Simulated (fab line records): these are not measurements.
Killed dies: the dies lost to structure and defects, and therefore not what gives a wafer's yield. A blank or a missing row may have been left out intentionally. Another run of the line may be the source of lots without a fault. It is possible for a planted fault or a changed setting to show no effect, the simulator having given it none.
Which tool was responsible?    flow gf180mcu    33 wafers from 11 lots sampled at 7 of the route's 602 steps

## WHAT EACH GAUGE READ, for each wafer
GF_CONTACT_THK_MEAS_01.
lot   measured      on            CONTACT_CVD_00_THK (nm)
L190  day 15 17:51  filmMetro-03  299.5 299.4 298.5
L191  day 16 05:56  filmMetro-03  299.2 300.7 303.7
L192  day 16 15:02  filmMetro-02  300.9 302.2 302.4
L193  day 17 06:05  filmMetro-02  301.8 304.9 298.9
L197  day 18 22:43  filmMetro-02  297.9 298.8 304.1
L199  day 19 04:29  filmMetro-03  303.0 302.9 300.0
L203  day 20 16:18  filmMetro-02  302.6 302.3 301.3
L204  day 20 22:28  filmMetro-01  307.2 302.2 305.5
L206  day 21 15:23  filmMetro-01  298.4 296.8 296.8
L210  day 23 03:29  filmMetro-03  300.9 301.2 305.5
L211  day 23 08:23  filmMetro-01  296.5 298.5 302.1

GF_CONTACT_RS_MEAS_25: measurement is done with a four-point probe.
lot   measured      on            CONTACT_W_RS (ohm/sq)
L190  day 16 17:04  filmMetro-02  0.382 0.385 0.386
L191  day 17 06:08  filmMetro-01  0.383 0.388 0.387
L192  day 17 15:56  filmMetro-01  0.381 0.382 0.382
L193  day 18 06:45  filmMetro-03  0.375 0.381 0.379
L197  day 20 00:53  filmMetro-03  0.622 0.619 0.613
L199  day 20 06:47  filmMetro-02  0.621 0.621 0.614
L203  day 21 17:55  filmMetro-02  0.382 0.384 0.384
L204  day 21 23:43  filmMetro-03  0.391 0.393 0.391
L206  day 22 16:11  filmMetro-01  0.390 0.389 0.390
L210  day 24 03:11  filmMetro-01  0.387 0.387 0.387
L211  day 24 08:46  filmMetro-01  0.387 0.382 0.386

GF_CONTACT_THK_MEAS_26: measures by xrf.
lot   measured      on            CONTACT_W_THK (nm)
L190  day 16 17:10  filmMetro-02  297 293 294
L191  day 17 06:16  filmMetro-01  301 298 299
L192  day 17 16:02  filmMetro-01  304 302 300
L193  day 18 06:52  filmMetro-03  303 299 300
L197  day 20 01:00  filmMetro-03  184 185 188
L199  day 20 06:54  filmMetro-02  185 185 188
L203  day 21 18:02  filmMetro-02  296 294 295
L204  day 21 23:50  filmMetro-03  294 292 293
L206  day 22 16:18  filmMetro-01  293 296 292
L210  day 24 03:18  filmMetro-01  294 294 294
L211  day 24 08:52  filmMetro-01  296 299 297

GF_M1_RS_MEAS_05: measurement is done with a four-point probe.
lot   measured      on            M1_ALCU_RS (ohm/sq)
L190  day 16 17:46  filmMetro-04  0.0701 0.0709 0.0706
L191  day 17 06:50  filmMetro-03  0.0694 0.0696 0.0702
L192  day 17 16:38  filmMetro-04  0.0689 0.0687 0.0694
L193  day 18 07:27  filmMetro-02  0.0711 0.0707 0.0711
L197  day 20 01:35  filmMetro-03  0.0693 0.0696 0.0698
L199  day 20 07:30  filmMetro-04  0.0707 0.0699 0.0699
L203  day 21 18:38  filmMetro-04  0.0697 0.0699 0.0699
L204  day 22 00:25  filmMetro-04  0.0702 0.0701 0.0702
L206  day 22 16:53  filmMetro-03  0.0709 0.0702 0.0699
L210  day 24 03:53  filmMetro-04  0.0687 0.0677 0.0689
L211  day 24 09:28  filmMetro-02  0.0693 0.0694 0.0696

## WHICH TOOL RAN EACH LOT (tool, then ch and the chambers of the sampled wafers, then the start)
lot   GF_CONTACT_STRIP_18                  GF_CONTACT_CVD_24             GF_CONTACT_CMP_27
L190  plasmaAsher-04 ch 0,1, day 16 16:34  cvdW-02 ch 0,1, day 16 16:58  cmp-02 ch 2,3, day 16 17:13
L191  plasmaAsher-03 ch 0,1, day 17 05:38  cvdW-01 ch 0,1, day 17 06:02  cmp-02 ch 1,3, day 17 06:22
L192  plasmaAsher-03 ch 0,1, day 17 15:24  cvdW-01 ch 0, day 17 15:49    cmp-02 ch 1,2,3, day 17 16:05
L193  plasmaAsher-03 ch 0,1, day 18 06:13  cvdW-01 ch 0,1, day 18 06:37  cmp-02 ch 1,2,3, day 18 07:01
L197  plasmaAsher-04 ch 0,1, day 20 00:22  cvdW-02 ch 0,1, day 20 00:46  cmp-01 ch 0,1,2, day 20 01:09
L199  plasmaAsher-03 ch 0,1, day 20 06:11  cvdW-02 ch 0,1, day 20 06:41  cmp-02 ch 1,3, day 20 06:58
L203  plasmaAsher-01 ch 1, day 21 17:25    cvdW-01 ch 1, day 21 17:49    cmp-01 ch 1,3, day 21 18:06
L204  plasmaAsher-01 ch 0, day 21 23:12    cvdW-01 ch 0,1, day 21 23:36  cmp-01 ch 0,2,3, day 21 23:53
L206  plasmaAsher-04 ch 0,1, day 22 15:39  cvdW-01 ch 0,1, day 22 16:05  cmp-02 ch 0,1,2, day 22 16:22
L210  plasmaAsher-01 ch 0,1, day 24 02:40  cvdW-02 ch 0, day 24 03:04    cmp-02 ch 1,2,3, day 24 03:27
L211  plasmaAsher-03 ch 0,1, day 24 08:15  cvdW-02 ch 0,1, day 24 08:40  cmp-02 ch 0,3, day 24 08:57
- GF_CONTACT_STRIP_18: strips in O2/N2.
- GF_CONTACT_CVD_24: deposits W, target thk 300 nm, time 90.339 s.
- GF_CONTACT_CMP_27: polishes, stops on SiO2, t overpolish 15 s, target thk 0 nm.

## WHAT THE TOOLS THEMSELVES READ (means of the sampled wafers that have a number; where no wafer has one, the mark that the record gives instead)
GF_CONTACT_STRIP_18.
lot   tool            drypumpMotorCurrentA (A)  heaterPowerW (W)  o2FlowSccm (sccm)  oesProductAu (a.u.)
L190  plasmaAsher-04  6.0                       299               3006               0.578
L191  plasmaAsher-03  6.0                       333               2998               0.580
L192  plasmaAsher-03  6.0                       328               3001               0.584
L193  plasmaAsher-03  6.0                       349               3004               0.582
L197  plasmaAsher-04  5.7                       305               3002               0.585
L199  plasmaAsher-03  6.0                       344               2998               0.581
L203  plasmaAsher-01  5.1                       386               3003               0.585
L204  plasmaAsher-01  5.6                       303               2999               0.578
L206  plasmaAsher-04  6.0                       295               3001               0.582
L210  plasmaAsher-01  5.4                       332               2994               0.582
L211  plasmaAsher-03  6.0                       346               2994               0.584

GF_CONTACT_CVD_24.
lot   tool     chamberPressureTorr (Torr)  heaterPowerW (W)  susceptorTempC (C)
L190  cvdW-02  39.44                       914               400.03
L191  cvdW-01  39.52                       1002              400.01
L192  cvdW-01  39.44                       1071              400.22
L193  cvdW-01  39.50                       1044              400.07
L197  cvdW-02  39.40                       756               375.79
L199  cvdW-02  39.50                       678               375.84
L203  cvdW-01  39.42                       968               400.08
L204  cvdW-01  39.50                       1030              400.08
L206  cvdW-01  39.45                       1039              400.08
L210  cvdW-02  39.52                       977               399.43
L211  cvdW-02  39.44                       784               399.93

GF_CONTACT_CMP_27.
lot   tool    motorCurrentA (A)  timeToEndpointS (s)
L190  cmp-02  11.6               72
L191  cmp-02  12.0               76
L192  cmp-02  12.4               76
L193  cmp-02  12.3               77
L197  cmp-01  11.4               44
L199  cmp-02  11.8               46
L203  cmp-01  10.7               72
L204  cmp-01  11.4               69
L206  cmp-02  11.4               71
L210  cmp-02  11.8               74
L211  cmp-02  11.5               72

## THE ANSWER, worked out from the rows above alone
Rule: the lots themselves supply what counts as usual. Put in order of their means at a reading, lots are off if they are a third of the lots or fewer, leave a main group of 4 or more, and stand apart from it by a gap of 3 or more times the standard deviation of the main group's means; of several such gaps the widest counts. Not used: any main group whose means are identical at the precision the tables above print for the reading. A lot without any number at a reading at which 4 lots or more have one is off too. Any other lot the step has rows for is counted as sound. After the gauges, taken in route order, come the tools' own readings; for these a lot's mean is taken, as printed above. The first step at which some lot is off is used, and at that step the reading that is off furthest; a lot without a number counts as furthest.
Off: L197, L199, at GF_CONTACT_RS_MEAS_25 (CONTACT_W_RS). Main group: mean 0.385 ohm/sq, sd 0.0038.
If a tool, at a process step before that reading, ran all the lots that are off and no sound lot after the first of them, it fits. Not tried: the gauges at GF_CONTACT_RS_MEAS_25; whatever is off there is also off at GF_CONTACT_CVD_24, on other tools, and gauge error can't account for it. Of those tried, none fits.

## WHAT THE SIMULATOR HAD PUT IN
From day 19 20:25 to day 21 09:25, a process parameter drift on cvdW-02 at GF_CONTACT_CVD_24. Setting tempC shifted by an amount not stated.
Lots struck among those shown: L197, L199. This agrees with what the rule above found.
